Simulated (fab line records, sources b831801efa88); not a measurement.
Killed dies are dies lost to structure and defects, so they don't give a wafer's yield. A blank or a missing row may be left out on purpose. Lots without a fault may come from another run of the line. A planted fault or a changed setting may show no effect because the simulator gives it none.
Which tool did it? | flow gf180mcu | 14 lots, 42 wafers sampled, at 2 steps of a route of 602

WHAT THE GAUGES READ, wafer by wafer
GF_SALICIDE_RS_MEAS_04: measures by four-point-probe.
lot  | measured     | on            | SALICIDE_TIN_RS (ohm/sq)
L939 | day 15 04:04 | film_metro-01 | 16.7 16.4 16.4
L940 | day 15 11:42 | film_metro-01 | 16.8 16.6 17.0
L941 | day 15 22:43 | film_metro-03 | 16.2 16.1 16.2
L942 | day 16 02:48 | film_metro-01 | 16.6 16.0 16.6
L943 | day 16 15:12 | film_metro-03 | 16.9 16.1 16.4
L944 | day 16 23:13 | film_metro-03 | 16.6 16.5 16.6
L945 | day 17 07:14 | film_metro-01 | 16.8 16.0 16.0
L946 | day 17 15:47 | film_metro-01 | 17.0 17.2 16.2
L947 | day 18 01:07 | film_metro-01 | 16.1 16.0 16.2
L951 | day 19 16:41 | film_metro-01 | 16.2 16.5 16.9
L955 | day 20 19:16 | film_metro-01 | 16.4 11.2 16.5
L956 | day 21 10:58 | film_metro-03 | 16.0 11.1 16.1
L960 | day 22 11:38 | film_metro-04 | 16.0 15.9 16.4
L961 | day 22 19:56 | film_metro-04 | 16.0 16.1 15.6

WHICH TOOL RAN EACH LOT (tool, then ch and the chambers of the sampled wafers, then the start)
lot  | GF_SALICIDE_SPUTTER_02
L939 | pvd_sputter-03, day 15 04:00
L940 | pvd_sputter-03, day 15 11:39
L941 | pvd_sputter-01, day 15 22:39
L942 | pvd_sputter-03, day 16 02:45
L943 | pvd_sputter-03, day 16 15:09
L944 | pvd_sputter-01, day 16 23:10
L945 | pvd_sputter-03, day 17 07:10
L946 | pvd_sputter-03, day 17 15:42
L947 | pvd_sputter-01, day 18 01:03
L951 | pvd_sputter-03, day 19 16:38
L955 | pvd_sputter-03, day 20 19:13
L956 | pvd_sputter-03, day 21 10:55
L960 | pvd_sputter-01, day 22 11:32
L961 | pvd_sputter-01, day 22 19:51
- GF_SALICIDE_SPUTTER_02: material Co, target thk 10 nm, time 20 s.

WHAT THE TOOLS THEMSELVES READ (means of the sampled wafers that have a number; where no wafer has one, the mark that the record gives instead)
GF_SALICIDE_SPUTTER_02.
lot  | tool           | throttle_valve_pct (%)
L939 | pvd_sputter-03 | 30.1
L940 | pvd_sputter-03 | 29.8
L941 | pvd_sputter-01 | 30.3
L942 | pvd_sputter-03 | 30.2
L943 | pvd_sputter-03 | 30.5
L944 | pvd_sputter-01 | 29.1
L945 | pvd_sputter-03 | 30.6
L946 | pvd_sputter-03 | 30.0
L947 | pvd_sputter-01 | 29.3
L951 | pvd_sputter-03 | 30.2
L955 | pvd_sputter-03 | 30.5
L956 | pvd_sputter-03 | 30.6
L960 | pvd_sputter-01 | 29.5
L961 | pvd_sputter-01 | 29.2

THE ANSWER, worked out from the rows above alone
Rule: what is usual is taken from the lots themselves. Put in order of their means at a reading, lots are off if they are a third of the lots or fewer, leave a main group of 4 or more, and stand apart from it by a gap of 3 or more times the standard deviation of the main group's means; of several such gaps the widest counts. A main group whose means are all the same, to the digits that the tables above print for the reading, isn't used. A lot without any number at a reading at which 4 lots or more have one is off too. The other lots that the step has rows for count as sound. The gauges are gone through in route order, then the tools' own readings, and for those a lot's mean is taken as printed above. The first step at which some lot is off is used, and at that step the reading that is off furthest; a lot without a number counts as furthest.
Off: L955, L956, at GF_SALICIDE_RS_MEAS_04 (SALICIDE_TIN_RS). The main group: mean 16.4 ohm/sq, standard deviation 0.27.
A tool fits if, at a process step before that reading, it ran every lot that is off, and no sound lot after the first of them. The gauges at GF_SALICIDE_RS_MEAS_04 are tried like those tools. One fits: pvd_sputter-03 at GF_SALICIDE_SPUTTER_02. Its last sound lot is L951 (day 19 16:38), its first lot that is off L955 (day 20 19:13): a fault that began between those two fits.

WHAT THE SIMULATOR HAD PUT IN
Process parameter drift: pvd_sputter-03, from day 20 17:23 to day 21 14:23, at GF_SALICIDE_SPUTTER_02. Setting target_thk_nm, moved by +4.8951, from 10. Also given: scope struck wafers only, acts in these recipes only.
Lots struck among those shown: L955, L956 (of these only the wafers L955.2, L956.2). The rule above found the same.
